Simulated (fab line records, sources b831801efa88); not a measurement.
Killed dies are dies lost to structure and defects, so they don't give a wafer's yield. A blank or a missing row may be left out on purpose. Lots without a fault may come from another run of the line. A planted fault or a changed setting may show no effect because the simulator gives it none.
fab line records | flow sky130
record lots=5 wafers=15 last_day=50
route steps=708 shown GATE_OXIDE@192 POLY_GATE@204 RES_PROTECT@206 PAD_OPEN@708
lots that met no fault: from a run of the same line without faults
start_h: hours from the record's first day to the start of the lot's first wafer shown | wait_h: hours since the lot's step before | " the same as in the row above | L1.1+2: a row that stands for several wafers | - no value, or no start given | * or withheld: withheld | < > ~ a bound
route shown NAME@n: a module of which the file shows steps, and the number in the route of the first | usual: mean/standard deviation of fault-free wafers | same: alike in all rows | chamber/n: place in a boat | sites: the reading at each site | _std_site: their standard deviation | _edge_site: outer sites' mean less inner sites' | radius_mm: how far each site lies from the wafer's centre | mask NAME#n: copy n | behind: the tool/chamber that last shaped the wafer | hold: why the lot was held/for how many hours/how that ended | device: the transistor (n, p or np) that didn't switch | end of line: the same wafers' tests at the end of the route | a step without rows: its recipe alone | killed: dies lost to structure and defects at the first sort, not the wafer's yield | map: a wafer's dies, x killed, . not, _ none there
set.NAME: the setting as run; set.NAME@STEP: as run at that earlier step | model.NAME: the simulator's own value behind a step, which no gauge read
lots at some steps of the route; a table a step, a row a wafer
services: from which hour (start_h, from the record's first day; less than 0 if before it) a tool's chamber was out of use, for how many hours, and why
## steps
# step SKY_GATE_OXIDE_COAT_05
# recipe resist=NOVOLAK spin_rpm=3000 resist_thk_nm=1140
# step SKY_GATE_OXIDE_SOFTBAKE_06
# recipe temp_c=90 time_s=60 resist=NOVOLAK
# step SKY_GATE_OXIDE_EXPOSE_07
# recipe mask_id=LVOM na=0.6 source_shape=conventional sigma_outer=0.6 polarization=unpolarized target_cd_nm=600 dose_mj=170
# step SKY_GATE_OXIDE_PEB_08
# recipe temp_c=withheld time_s=* resist=NOVOLAK
# step SKY_GATE_OXIDE_DEVELOP_09
# recipe resist=NOVOLAK developer=TMAH develop_time_s=60 dev_temp_c=23
# step SKY_GATE_OXIDE_OVL_MEAS_10
# usual GATE_OXIDE_OVL=-0.4/1.5
# columns lot.wafer tool chamber start_h wait_h GATE_OXIDE_OVL[nm]
L249.3 overlay-01 - 339.39 0.1 0.0
L249.5 " - " " -0.8
L249.6 " - " " -0.9
L254.2 overlay-01 - 359.41 0.1 -1.9
L254.5 " - " " -0.4
L254.6 " - " " -1.5
L266.3 overlay-01 - 454.84 0.1 -0.7
L266.4 " - " " -1.9
L266.6 " - " " -1.9
L268.2 overlay-02 - 482.11 0.1 0.7
L268.3 " - " " -2.3
L268.4 " - " " 0.8
L271.2 overlay-02 - 496.88 0.1 0.1
L271.4 " - " " 0.2
L271.5 " - " " 2.7
# step SKY_GATE_OXIDE_IMPLANT_11
# recipe species=B energy_kev=10 dose_cm2=2.6e+12 tilt_deg=withheld
# step SKY_GATE_OXIDE_WET_ETCH_12
# recipe chemistry=dHF target_depth_nm=16.8 dry=n2_spin target=SiO2 dilution=100:1 temp_c=25 time_s=336
# step SKY_GATE_OXIDE_STRIP_13
# recipe chemistry=O2/N2 power_w=1400 pressure_mtorr=1500 platen_temp_c=withheld o2_flow_sccm=3000 n2_flow_sccm=300 overash_fraction=0.5
# usual drypump_motor_current_A=5.6/0.5 oes_product_au=0.716/0.0045 strip_time_to_endpoint_s=14.20/0.041
# columns lot.wafer tool chamber start_h wait_h drypump_motor_current_A oes_product_au rf_hours_counter_h strip_time_to_endpoint_s
L249.3 plasma_asher-04 1 339.70 0.0 4.8 0.716 - 14.16
L249.5 " 0 " " 6.2 0.716 - 14.18
L249.6 " 1 " " 4.8 0.715 - 14.16
L254.2 plasma_asher-04 0 359.69 0.0 6.3 0.715 68 14.25
L254.5 " 1 " " 4.8 0.717 - 14.20
L254.6 " 0 " " 6.3 0.711 - 14.23
L266.3 plasma_asher-02 1 455.15 0.0 6.1 0.718 - 14.16
L266.4 " 0 " " 5.7 0.715 - 14.19
L266.6 " 1 " " 6.1 0.719 - 14.19
L268.2 plasma_asher-02 1 482.39 0.0 6.1 0.715 77 14.20
L268.3 " 1 " " 6.1 0.703 - 14.20
L268.4 " 0 " " 5.7 0.722 - 14.22
L271.2 plasma_asher-03 1 497.16 0.0 5.4 0.710 34 14.15
L271.4 " 0 " " 5.3 0.706 - 14.15
L271.5 " 1 " " 5.4 0.715 - 14.16
# step SKY_GATE_OXIDE_TW_MEAS_14
# usual GATE_OXIDE_TW=222.8/2.4
# columns lot.wafer tool chamber start_h wait_h GATE_OXIDE_TW
L249.3 film_metro-02 - 339.78 0.1 221.0
L249.5 " - " " 222.7
L249.6 " - " " 221.5
L254.2 film_metro-02 - 359.80 0.1 221.0
L254.5 " - " " 221.4
L254.6 " - " " 220.3
L266.3 film_metro-03 - 455.23 0.1 228.2
L266.4 " - " " 228.4
L266.6 " - " " 227.6
L268.2 film_metro-02 - 482.50 0.1 222.7
L268.3 " - " " 222.5
L268.4 " - " " 222.4
L271.2 film_metro-02 - 497.27 0.1 222.4
L271.4 " - " " 222.0
L271.5 " - " " 221.3
# step SKY_GATE_OXIDE_CLEAN_15
# recipe chemistry=SC1/SC2 mix=1:4:20 temp_c=70 time_s=150 dry=n2_spin
# step SKY_GATE_OXIDE_OXIDATION_16
# recipe temp_c=800 ambient=O2 idle_temp_c=700 ramp_up_c_per_min=10 ramp_down_c_per_min=3 stabilise_s=600 purge_s=300 target_thk_a=35.7 ox_time_s=1915
# step SKY_POLY_GATE_CVD_00
# recipe material=poly-Si target_thk_nm=180 temp_c=620 time_s=720 pressure_mtorr=200
# usual pressure_mtorr=200.0/0.42 zone_power_lower_pct=9.3/0.63
# columns lot.wafer tool chamber start_h wait_h pressure_mtorr zone_power_lower_pct model.poly-Si_of_POLY_GATE_CVD_00.thk_nm
L249.3 lpcvd-01 0 344.33 0.0 199.5 8.6 179.5
L249.5 " 0 " " 199.3 8.5 179.1
L249.6 " 0 " " 199.7 8.4 179.7
L254.2 lpcvd-01 0 367.99 0.0 100.4 8.7 128.9
L254.5 " 0 " " 100.0 8.6 129.5
L254.6 " 0 " " 99.8 8.5 129.6
L266.3 lpcvd-01 0 471.16 13.2 199.6 8.5 179.2
L266.4 " 0 " " 200.1 8.4 180.9
L266.6 " 0 " " 200.0 8.4 180.3
L268.2 lpcvd-01 0 484.14 0.0 199.4 8.6 180.5
L268.3 " 0 " " 199.8 8.4 183.1
L268.4 " 0 " " 200.2 8.5 181.4
L271.2 lpcvd-01 1 498.90 0.0 200.0 9.7 177
L271.4 " 1 " " 200.3 9.6 177.6
L271.5 " 1 " " 199.9 9.9 177
# step SKY_POLY_GATE_THK_MEAS_01
# recipe reads=poly-Si_of_POLY_GATE_CVD_00
# usual POLY_GATE_CVD_00_THK=180.9/1.7
# columns lot.wafer tool chamber start_h wait_h POLY_GATE_CVD_00_THK[nm]
L249.3 film_metro-03 - 345.55 0.0 179.6
L249.5 " - " " 179.1
L249.6 " - " " 179.7
L254.2 film_metro-04 - 369.20 0.0 129.0
L254.5 " - " " 129.4
L254.6 " - " " 129.5
L266.3 film_metro-04 - 472.98 0.0 179.3
L266.4 " - " " 180.8
L266.6 " - " " 180.3
L268.2 film_metro-04 - 485.35 0.0 180.4
L268.3 " - " " 183.1
L268.4 " - " " 181.5
L271.2 film_metro-03 - 500.11 0.0 176.9
L271.4 " - " " 177.6
L271.5 " - " " 176.9
# step SKY_RES_PROTECT_DEHYDRATE_00
# recipe temp_c=200 time_s=60
# step SKY_RES_PROTECT_HMDS_01
# recipe prime_time_s=60 prime_temp_c=120
# step SKY_RES_PROTECT_COAT_02
# recipe resist=NOVOLAK spin_rpm=3000 resist_thk_nm=1123
# step SKY_RES_PROTECT_SOFTBAKE_03
# recipe temp_c=90 time_s=60 resist=NOVOLAK
# step SKY_RES_PROTECT_EXPOSE_04
# recipe mask_id=RPM na=0.6 source_shape=conventional sigma_outer=0.6 polarization=unpolarized target_cd_nm=1270 dose_mj=131
# step SKY_RES_PROTECT_PEB_05
# recipe temp_c=withheld time_s=* resist=NOVOLAK
# step SKY_RES_PROTECT_DEVELOP_06
# recipe resist=NOVOLAK developer=TMAH develop_time_s=60 dev_temp_c=23
# step SKY_POLY_GATE_IMPLANT_02
# recipe species=P energy_kev=30 dose_cm2=7.7e+15 tilt_deg=0
# step SKY_RES_PROTECT_STRIP_07
# recipe chemistry=O2/N2 power_w=1400 pressure_mtorr=1500 platen_temp_c=withheld o2_flow_sccm=3000 n2_flow_sccm=300 overash_fraction=0.5
# usual drypump_motor_current_A=5.79/0.28 oes_product_au=0.516/0.0046 strip_time_to_endpoint_s=23.11/0.05
# columns lot.wafer tool chamber start_h wait_h drypump_motor_current_A oes_product_au rf_hours_counter_h strip_time_to_endpoint_s
L249.3 plasma_asher-02 0 371.59 0.1 5.75 0.514 - 23.09
L249.5 " 1 " " 6.07 0.522 - 23.10
L249.6 " 0 " " 5.75 0.512 - 23.11
L254.2 plasma_asher-01 1 397.03 0.1 5.61 0.519 60 22.98
L254.5 " 0 " " 6.14 0.508 - 23.02
L254.6 " 1 " " 5.59 0.509 - 22.98
L266.3 plasma_asher-02 0 503.74 0.2 5.75 0.518 - 23.12
L266.4 " 1 " " 6.06 0.517 - 23.13
L266.6 " 1 " " 6.02 0.519 - 23.18
L268.2 plasma_asher-02 1 516.05 0.1 6.05 0.514 80 23.11
L268.3 " 0 " " 5.76 0.510 - 23.11
L268.4 " 1 " " 6.07 0.523 - 23.09
L271.2 plasma_asher-02 1 530.40 0.1 6.05 0.507 82 23.13
L271.4 " 1 " " 6.10 0.517 - 23.19
L271.5 " 0 " " 5.75 0.522 - 23.15
# step SKY_RES_PROTECT_TW_MEAS_08
# usual POLY_GATE_TW=4002/23
# columns lot.wafer tool chamber start_h wait_h POLY_GATE_TW
L249.3 film_metro-01 - 371.68 0.1 3994
L249.5 " - " " 3984
L249.6 " - " " 3980
L254.2 film_metro-02 - 397.14 0.1 3958
L254.5 " - " " 4007
L254.6 " - " " 3984
L266.3 film_metro-02 - 503.83 0.1 4008
L266.4 " - " " 3995
L266.6 " - " " 4002
L268.2 film_metro-02 - 516.16 0.1 4013
L268.3 " - " " 4027
L268.4 " - " " 4030
L271.2 film_metro-01 - 530.51 0.1 4033
L271.4 " - " " 4002
L271.5 " - " " 4012
# step SKY_RES_PROTECT_CLEAN_09
# recipe chemistry=SC1/SC2 mix=1:4:20 temp_c=70 time_s=150 dry=n2_spin
# usual bath_heat_duty_pct=13.2/1.1
# columns lot.wafer tool chamber start_h wait_h bath_heat_duty_pct model.poly-Si_of_POLY_GATE_CVD_00.thk_nm
L249.3 wet_bench-04 3 371.72 0.0 13.4 178.9
L249.5 " 3 " " 12.7 178.4
L249.6 " 3 " " 13.3 179.1
L254.2 wet_bench-02 1 397.19 0.0 12.9 128.2
L254.5 " 1 " " 12.9 128.9
L254.6 " 1 " " 13.8 128.9
L266.3 wet_bench-02 1 503.87 0.0 11.3 178.6
L266.4 " 1 " " 12.3 180.3
L266.6 " 1 " " 12.4 179.6
L268.2 wet_bench-03 3 516.21 0.0 12.7 179.9
L268.3 " 3 " " 12.0 182.5
L268.4 " 3 " " 10.6 180.7
L271.2 wet_bench-04 3 530.56 0.0 13.5 176.4
L271.4 " 3 " " 12.4 177
L271.5 " 3 " " 13.1 176.4
# step SKY_POLY_GATE_CVD_03
# recipe material=Si3N4 precursor=DCS/NH3 target_thk_nm=75 temp_c=770 time_s=1290 pressure_mtorr=250
# step SKY_POLY_GATE_THK_MEAS_04
# recipe reads=Si3N4_of_POLY_GATE_CVD_03
# usual POLY_GATE_CVD_03_THK=74.6/0.7
# columns lot.wafer tool chamber start_h wait_h POLY_GATE_CVD_03_THK[nm]
L249.3 film_metro-01 - 378.77 0.0 74.0
L249.5 " - " " 74.2
L249.6 " - " " 74.5
L254.2 film_metro-01 - 399.85 0.0 74.4
L254.5 " - " " 74.5
L254.6 " - " " 74.7
L266.3 film_metro-04 - 505.30 0.0 74.8
L266.4 " - " " 75.1
L266.6 " - " " 74.7
L268.2 film_metro-01 - 517.63 0.0 74.8
L268.3 " - " " 74.7
L268.4 " - " " 75.1
L271.2 film_metro-04 - 531.98 0.0 74.6
L271.4 " - " " 74.9
L271.5 " - " " 74.6
# step SKY_POLY_GATE_DEHYDRATE_05
# recipe temp_c=200 time_s=60
# step SKY_POLY_GATE_HMDS_06
# recipe prime_time_s=60 prime_temp_c=120
# step SKY_POLY_GATE_COAT_07
# recipe resist=BARC temp_c=withheld time_s=withheld spin_rpm=3000 resist_thk_nm=110
# step SKY_POLY_GATE_COAT_08
# recipe resist=KrF-thick spin_rpm=3000 resist_thk_nm=450
# step SKY_POLY_GATE_SOFTBAKE_09
# recipe temp_c=101.2 time_s=90 resist=KrF-thick
# step SKY_POLY_GATE_EXPOSE_10
# recipe mask_id=P1M na=0.68 source_shape=conventional sigma_outer=0.6 target_cd_nm=150 dose_mj=28
# step SKY_POLY_GATE_PEB_11
# recipe peb_temp_c=withheld peb_time_s=withheld resist=KrF-thick
# step SKY_POLY_GATE_DEVELOP_12
# recipe develop_time_s=60 resist=KrF-thick dev_temp_c=21
# step SKY_POLY_GATE_CD_MEAS_13
# recipe target_cd_nm=150
# usual cd_nm=150.1/1.5
# columns lot.wafer tool chamber start_h wait_h cd_nm
L249.3 cd_sem-01 - 406.80 - 149.9
L249.5 " - " " 150.0
L249.6 " - " " 148.6
L254.2 cd_sem-01 - 430.23 - 149.8
L254.5 " - " " 151.4
L254.6 " - " " 150.6
L266.3 cd_sem-01 - 535.90 - 150.9
L266.4 " - " " 149.9
L266.6 " - " " 148.8
L268.2 cd_sem-01 - 548.05 - 148.4
L268.3 " - " " 148.3
L268.4 " - " " 148.5
L271.2 cd_sem-02 - 561.67 - 147.8
L271.4 " - " " 149.4
L271.5 " - " " 148.8
# step SKY_POLY_GATE_OVL_MEAS_14
# usual POLY_GATE_OVL=0/5.4
# columns lot.wafer tool chamber start_h wait_h POLY_GATE_OVL[nm]
L249.3 overlay-01 - 406.89 0.1 3
L249.5 " - " " 2
L249.6 " - " " 3
L254.2 overlay-02 - 430.33 0.1 1
L254.5 " - " " 6
L254.6 " - " " -2
L266.3 overlay-02 - 535.99 0.1 6
L266.4 " - " " 10
L266.6 " - " " 4
L268.2 overlay-01 - 548.15 0.1 -3
L268.3 " - " " -5
L268.4 " - " " -8
L271.2 overlay-02 - 561.77 0.1 -5
L271.4 " - " " -9
L271.5 " - " " -9
# step SKY_POLY_GATE_ETCH_15
# recipe chemistry=N2/H2 target=BARC ion_energy_ev=200 source_w=500 bias_w=100 pressure_mtorr=30 n2_flow_sccm=100 h2_flow_sccm=200 stop_on=SiO2 time_s=118.5 target_depth_a=1100
# usual drypump_motor_current_A=5.7/0.44 oes_product_au=0.716/0.0047 throttle_valve_pct=13.212/0.0091
# columns lot.wafer tool chamber start_h wait_h drypump_motor_current_A oes_product_au rf_hours_counter_h throttle_valve_pct
L249.3 rie_diel-03 3 406.91 0.0 5.8 0.720 6 13.214
L249.5 " 2 " " 6.1 0.720 - 13.190
L249.6 " 3 " " 5.8 0.713 - 13.207
L254.2 rie_diel-02 3 430.36 0.0 6.0 0.713 12 13.204
L254.5 " 3 " " 6.0 0.710 - 13.228
L254.6 " 2 " " 4.7 0.715 - 13.212
L266.3 rie_diel-01 3 536.01 0.0 5.4 0.728 13 13.227
L266.4 " 3 " " 5.4 0.722 - 13.218
L266.6 " 2 " " 5.3 0.708 - 13.227
L268.2 rie_diel-01 1 548.18 0.0 6.6 0.708 2 13.238
L268.3 " 0 " " 5.8 0.715 7 13.216
L268.4 " 2 " " 5.4 0.705 13 13.215
L271.2 rie_diel-01 2 561.80 0.0 5.3 0.715 14 13.223
L271.4 " 0 " " 5.8 0.715 7 13.212
L271.5 " 1 " " 6.6 0.709 - 13.205
# step SKY_POLY_GATE_ETCH_16
# recipe stop_on=poly-Si chemistry=CH3F/O2 target=Si3N4 source_w=400 bias_w=80 pressure_mtorr=25 ch3f_flow_sccm=40 O2_flow_sccm=30 time_s=147.5 target_depth_a=750
# usual drypump_motor_current_A=5.7/0.43 oes_product_au=0.639/0.0049 throttle_valve_pct=10.535/0.0091
# columns lot.wafer tool chamber start_h wait_h drypump_motor_current_A oes_product_au rf_hours_counter_h throttle_valve_pct
L249.3 rie_diel-03 3 407.00 0.0 5.8 0.643 6 10.530
L249.5 " 2 " " 6.1 0.640 - 10.528
L249.6 " 3 " " 5.8 0.640 - 10.541
L254.2 rie_diel-02 3 430.44 0.0 6.0 0.642 12 10.544
L254.5 " 3 " " 6.0 0.642 - 10.537
L254.6 " 2 " " 4.7 0.636 - 10.541
L266.3 rie_diel-01 3 536.09 0.0 5.4 0.632 13 10.528
L266.4 " 3 " " 5.4 0.639 - 10.534
L266.6 " 2 " " 5.4 0.635 - 10.531
L268.2 rie_diel-01 1 548.26 0.0 6.6 0.638 2 10.538
L268.3 " 0 " " 5.8 0.632 7 10.520
L268.4 " 2 " " 5.3 0.639 13 10.547
L271.2 rie_diel-01 2 561.89 0.0 5.3 0.643 14 10.555
L271.4 " 0 " " 5.8 0.635 7 10.538
L271.5 " 1 " " 6.6 0.646 - 10.536
# step SKY_POLY_GATE_ETCH_17
# recipe target_depth_nm=180 stop_on=SiO2 over_etch_frac=0.56667 chemistry=HBr/Cl2 target=poly-Si icp_w=400 bias_w=100 pressure_mtorr=10 HBr_flow_sccm=150 Cl2_flow_sccm=50 time_s=70.5
# usual drypump_motor_current_A=5.9/0.43 oes_product_au=0.986/0.0084 throttle_valve_pct=33.685/0.0087
# columns lot.wafer tool chamber start_h wait_h drypump_motor_current_A oes_product_au rf_hours_counter_h throttle_valve_pct model.POLY_GATE.feature_depth_nm model.etch.depth_nm
L249.3 rie_si-02 0 407.09 0.0 6.5 0.985 17 33.689 178.9 178.9
L249.5 " 2 " " 6.1 0.978 - 33.687 177 177
L249.6 " 3 " " 6.3 0.982 - 33.684 178.1 178.1
L254.2 rie_si-02 2 430.54 0.0 6.0 0.790 1 33.689 128.2 128.2
L254.5 " 0 " " 6.5 0.792 - 33.681 128.9 128.9
L254.6 " 1 " " 5.2 0.786 - 33.674 128.9 128.9
L266.3 rie_si-02 3 536.19 0.0 6.3 0.981 45 33.662 176.9 176.9
L266.4 " 1 " " 5.3 0.980 4 33.690 178.3 178.3
L266.6 " 0 " " 6.5 0.986 - 33.691 179.6 179.6
L268.2 rie_si-02 0 548.36 0.0 6.5 0.995 18 33.679 179.9 179.9
L268.3 " 1 " " 5.3 0.986 4 33.679 178.5 178.5
L268.4 " 0 " " 6.5 0.985 - 33.685 178.7 178.7
L271.2 rie_si-01 2 561.99 0.0 5.5 0.977 5 33.673 176.4 176.4
L271.4 " 2 " " 5.5 0.984 - 33.683 177 177
L271.5 " 3 " " 5.9 0.987 - 33.684 176.4 176.4
# step SKY_POLY_GATE_STRIP_18
# recipe chemistry=O2/N2 power_w=1400 pressure_mtorr=1500 platen_temp_c=withheld o2_flow_sccm=3000 n2_flow_sccm=300 overash_fraction=0.5
# usual drypump_motor_current_A=5.8/0.46 oes_product_au=0.361/0.0046 strip_time_to_endpoint_s=3.16/0.045
# columns lot.wafer tool chamber start_h wait_h drypump_motor_current_A oes_product_au rf_hours_counter_h strip_time_to_endpoint_s
L249.3 plasma_asher-04 1 407.18 0.1 4.8 0.355 - 3.13
L249.5 " 0 " " 6.2 0.359 - 3.09
L249.6 " 1 " " 4.8 0.355 - 3.15
L254.2 plasma_asher-01 1 430.60 0.0 5.6 0.372 64 3.23
L254.5 " 1 " " 5.6 0.364 - 3.21
L254.6 " 0 " " 6.1 0.359 - 3.19
L266.3 plasma_asher-02 0 536.28 0.1 5.7 0.371 - 3.15
L266.4 " 1 " " 6.1 0.359 - 3.15
L266.6 " 0 " " 5.8 0.363 - 3.19
L268.2 plasma_asher-01 0 548.42 0.0 6.2 0.361 76 3.17
L268.3 " 0 " " 6.1 0.353 - 3.07
L268.4 " 1 " " 5.6 0.354 - 3.21
L271.2 plasma_asher-04 0 562.04 0.0 6.2 0.363 13 3.21
L271.4 " 0 " " 6.2 0.360 - 3.13
L271.5 " 0 " " 6.2 0.361 - 3.20
# step SKY_PAD_OPEN_PROBE_99
# usual killed_at_M0_to_M3=43/7.1 killed_at_M4_up=3.0/1.6 killed_at_contacts=24/5.3 killed_at_front_end=16/4.1 killed_at_other=0.5/0.82 killed_dies=86/9.4 killed_open=46/6.9 killed_short=39/6.5
# same gross_dies=492 killed_at_back_side=0
# columns lot.wafer tool chamber start_h wait_h killed_at_M0_to_M3 killed_at_M4_up killed_at_contacts killed_at_front_end killed_at_other killed_dies killed_open killed_short model.etest.res_xhigh_po.line_ohm_um model.etest.res_high_po.line_ohm_um model.etest.res_xhigh_po.rs_ohm_sq model.etest.res_poly.line_ohm_um model.etest.tip_sonos.rs_ohm_sq model.etest.res_high_po.rs_ohm_sq model.etest.licon_high_po.rc_ohm model.etest.res_poly.rs_ohm_sq
L249.3 prober-02 - 1100.92 0.2 47 2 17 21 1 88 50 38 5373 711.1 1874 496.4 2460 251.2 325.5 46.86
L249.5 prober-02 - 1101.02 0.2 37 2 28 19 0 86 50 36 5308 715.8 1887 489.8 2465 251.2 322 47.09
L249.6 prober-02 - 1101.07 0.2 40 3 24 20 0 87 41 46 5527 735.8 1926 507.4 2474 255 344.4 47.23
L254.2 prober-02 - 1118.28 0.1 54 2 16 14 0 86 51 34 5424 961.6 1892 690.9 2414 338.2 332.1 65.32
L254.5 prober-02 - 1118.43 0.2 31 6 20 13 0 70 32 38 5446 963.1 1907 679.5 2370 337.8 311.7 65.2
L254.6 prober-02 - 1118.48 0.2 39 3 16 14 0 72 45 27 5264 944 1869 672.8 2376 336.5 325.5 64.67
L266.3 prober-02 - 1178.27 0.2 50 0 18 12 0 80 48 32 5649 751.8 1966 527.8 2501 264 360.4 48.91
L266.4 prober-02 - 1178.32 0.2 49 2 23 10 0 84 46 38 5576 747.9 1952 515.3 2500 260.6 342.4 48.2
L266.6 prober-02 - 1178.42 0.2 45 2 23 11 1 82 47 35 5520 739.9 1955 504.4 2507 259.5 363.7 47.62
L268.2 prober-01 - 1190.58 0.1 37 5 21 13 0 76 34 41 5819 767.5 2001 547.6 2334 263.7 371.3 48.62
L268.3 prober-01 - 1190.63 0.2 23 1 23 19 0 66 34 32 5837 750.7 2024 519.2 2347 260.6 356.5 48.32
L268.4 prober-01 - 1190.68 0.2 36 4 22 18 0 80 41 39 5877 766.4 2024 526.9 2384 263.6 349.4 48.04
L271.2 prober-01 - 1196.19 0.1 45 3 16 20 0 84 43 40 5465 739.5 1929 512.5 2442 260.2 357.8 47.66
L271.4 prober-01 - 1196.29 0.2 48 5 22 13 1 89 41 47 5979 764.8 2078 509.6 2463 271.7 354.1 49.12
L271.5 prober-01 - 1196.34 0.2 44 7 27 10 1 89 55 33 5449 734 1897 516.7 2393 256.4 353.6 47.43
# killed by level:class
L249.3 VIA1:geometric_particle:open=10 CONTACT:geometric_particle:open=8 POLY_GATE:geometric_particle:open=7 VIA3:geometric_particle:open=7 FIELD_ISO:geometric_particle:short=6 VIA2:geometric_particle:open=6 METAL1:geometric_particle:short=6 FIELD_ISO:geometric_particle:open=5
L249.5 LI_CONTACT:geometric_particle:open=9 VIA1:geometric_particle:open=9 CONTACT:geometric_particle:open=8 METAL1:geometric_particle:short=6 CONTACT:geometric_particle:short=6 VIA2:geometric_particle:open=6 FIELD_ISO:geometric_particle:open=5 POLY_GATE:geometric_particle:short=4
L249.6 METAL2:geometric_particle:short=10 POLY_GATE:geometric_particle:open=7 LOCAL_INTERCONNECT:geometric_particle:short=7 CONTACT:geometric_particle:short=7 VIA3:geometric_particle:open=7 VIA1:geometric_particle:open=7 CONTACT:geometric_particle:open=6 FIELD_ISO:geometric_particle:short=4
L254.2 VIA1:geometric_particle:open=13 CONTACT:geometric_particle:open=8 VIA3:geometric_particle:open=7 METAL2:geometric_particle:short=6 VIA2:geometric_particle:open=6 FIELD_ISO:geometric_particle:short=5 METAL1:geometric_particle:short=4 VIA2:geometric_particle:short=4
L254.5 METAL1:geometric_particle:short=9 LI_CONTACT:geometric_particle:open=8 CONTACT:geometric_particle:open=7 FIELD_ISO:geometric_particle:short=6 VIA1:geometric_particle:open=6 METAL4:geometric_particle:short=6 METAL2:geometric_particle:short=5 VIA3:geometric_particle:open=4
L254.6 VIA1:geometric_particle:open=10 METAL2:geometric_particle:short=6 VIA3:geometric_particle:open=6 CONTACT:geometric_particle:open=5 VIA2:geometric_particle:open=5 FIELD_ISO:geometric_particle:open=4 LI_CONTACT:geometric_particle:open=4 FIELD_ISO:geometric_particle:short=3
L266.3 VIA1:geometric_particle:open=17 VIA3:geometric_particle:open=9 CONTACT:geometric_particle:open=7 METAL2:geometric_particle:short=6 VIA2:geometric_particle:open=6 METAL1:geometric_particle:short=5 LI_CONTACT:geometric_particle:open=4 LOCAL_INTERCONNECT:geometric_particle:short=4
L266.4 VIA1:geometric_particle:open=11 CONTACT:geometric_particle:open=9 VIA2:geometric_particle:open=8 METAL1:geometric_particle:short=6 METAL2:geometric_particle:short=6 CONTACT:geometric_particle:short=4 METAL3:geometric_particle:short=4 VIA3:geometric_particle:open=4
L266.6 VIA1:geometric_particle:open=11 CONTACT:geometric_particle:open=10 VIA2:geometric_particle:short=6 POLY_GATE:geometric_particle:short=5 LI_CONTACT:geometric_particle:open=5 CONTACT:geometric_particle:short=5 VIA2:geometric_particle:open=5 VIA1:geometric_particle:short=4
L268.2 METAL2:geometric_particle:short=11 VIA1:geometric_particle:open=10 CONTACT:geometric_particle:short=7 CONTACT:geometric_particle:open=5 FIELD_ISO:geometric_particle:short=4 LI_CONTACT:geometric_particle:open=4 VIA2:geometric_particle:open=4 METAL4:geometric_particle:short=4
L268.3 POLY_GATE:geometric_particle:open=6 CONTACT:geometric_particle:open=6 FIELD_ISO:geometric_particle:short=5 FIELD_ISO:geometric_particle:open=5 CONTACT:geometric_particle:short=5 LI_CONTACT:geometric_particle:open=4 LOCAL_INTERCONNECT:geometric_particle:short=4 VIA2:geometric_particle:open=4
L268.4 VIA1:geometric_particle:open=12 CONTACT:geometric_particle:open=9 METAL2:geometric_particle:short=7 POLY_GATE:geometric_particle:open=5 POLY_GATE:geometric_particle:short=5 LI_CONTACT:geometric_particle:open=5 VIA3:geometric_particle:open=5 FIELD_ISO:geometric_particle:short=4
L271.2 FIELD_ISO:geometric_particle:open=9 VIA1:geometric_particle:open=9 CONTACT:geometric_particle:open=7 METAL2:geometric_particle:short=7 FIELD_ISO:geometric_particle:short=6 VIA3:geometric_particle:short=6 VIA3:geometric_particle:open=5 CONTACT:geometric_particle:short=4
L271.4 VIA1:geometric_particle:short=11 LI_CONTACT:geometric_particle:open=9 VIA1:geometric_particle:open=7 METAL2:geometric_particle:short=7 VIA2:geometric_particle:open=7 VIA3:geometric_particle:open=7 CONTACT:geometric_particle:open=5 FIELD_ISO:geometric_particle:open=4
L271.5 VIA1:geometric_particle:open=14 LI_CONTACT:geometric_particle:open=10 CONTACT:geometric_particle:open=10 METAL1:geometric_particle:short=7 METAL4:geometric_particle:short=7 VIA2:geometric_particle:open=6 METAL2:geometric_particle:short=5 FIELD_ISO:geometric_particle:open=3
## services
# columns tool chamber start_h hours kind
plasma_asher-04 - 325.20 2.8 pm
rie_si-01 0 332.19 22.4 repair
plasma_asher-04 - 336.26 1.9 repair
rie_diel-03 2 345.38 13.6 repair
rie_si-02 - 350.07 0.3 repair
rie_diel-03 0 361.40 15.1 repair
plasma_asher-04 - 363.80 0.4 repair
plasma_asher-03 - 384.89 34.7 repair
rie_diel-03 - 386.97 0.7 repair
rie_diel-03 3 390.82 1.6 repair
plasma_asher-04 - 421.25 9.0 pm
plasma_asher-02 - 429.27 1.9 repair
rie_diel-03 - 435.60 0.4 repair
lpcvd-01 - 443.06 28.1 pm
wet_bench-04 - 447.45 1.9 pm
rie_diel-01 - 457.44 0.4 repair
rie_diel-01 3 480.52 9.2 repair
rie_si-02 3 486.68 20.9 repair
wet_bench-04 - 515.90 2.5 repair
rie_diel-01 - 517.57 2.8 pm
plasma_asher-04 - 523.43 1.3 repair
rie_diel-01 - 530.56 1.6 repair
rie_diel-01 1 530.62 11.2 repair
rie_diel-02 3 550.47 7.9 repair
## key
first_sign step=SKY_POLY_GATE_CVD_00 reading=pressure_mtorr direction=down sigmas=99+ usual=200.0 struck=100.1
effect step=SKY_POLY_GATE_THK_MEAS_01 reading=POLY_GATE_CVD_00_THK direction=down sigmas=31 usual=180.9 struck=129.3
effect step=SKY_POLY_GATE_ETCH_17 reading=oes_product_au direction=down sigmas=23 usual=0.986 struck=0.789
model_effect step=SKY_POLY_GATE_CVD_00 value=poly-Si_of_POLY_GATE_CVD_00.thk_nm without=182 struck=129.3
model_effect step=SKY_RES_PROTECT_CLEAN_09 value=poly-Si_of_POLY_GATE_CVD_00.thk_nm without=181.4 struck=128.7
model_effect step=SKY_POLY_GATE_ETCH_17 value=POLY_GATE.feature_depth_nm without=179.6 struck=128.7
model_effect step=SKY_PAD_OPEN_PROBE_99 value=etest.res_xhigh_po.line_ohm_um without=5923 struck=5378
met_at SKY_POLY_GATE_CVD_00
struck_wafers L254.2,L254.5,L254.6
tester_left_out L254
onset_between 344.33 367.99
fault kind=process_parameter_drift tool=lpcvd-01 chamber=0 onset_h=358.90 steps=SKY_POLY_GATE_CVD_00 channel=pressure_mtorr offset=-100 shape=step end_h=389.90 stated=200
# tester_left_out: of these lots the tester's yield and bins aren't shown, on N5 and GAA mostly nor the transistor test; their killed dies are dies lost to structure and defects alone, not to doping, threshold or leakage, so they don't give the yield
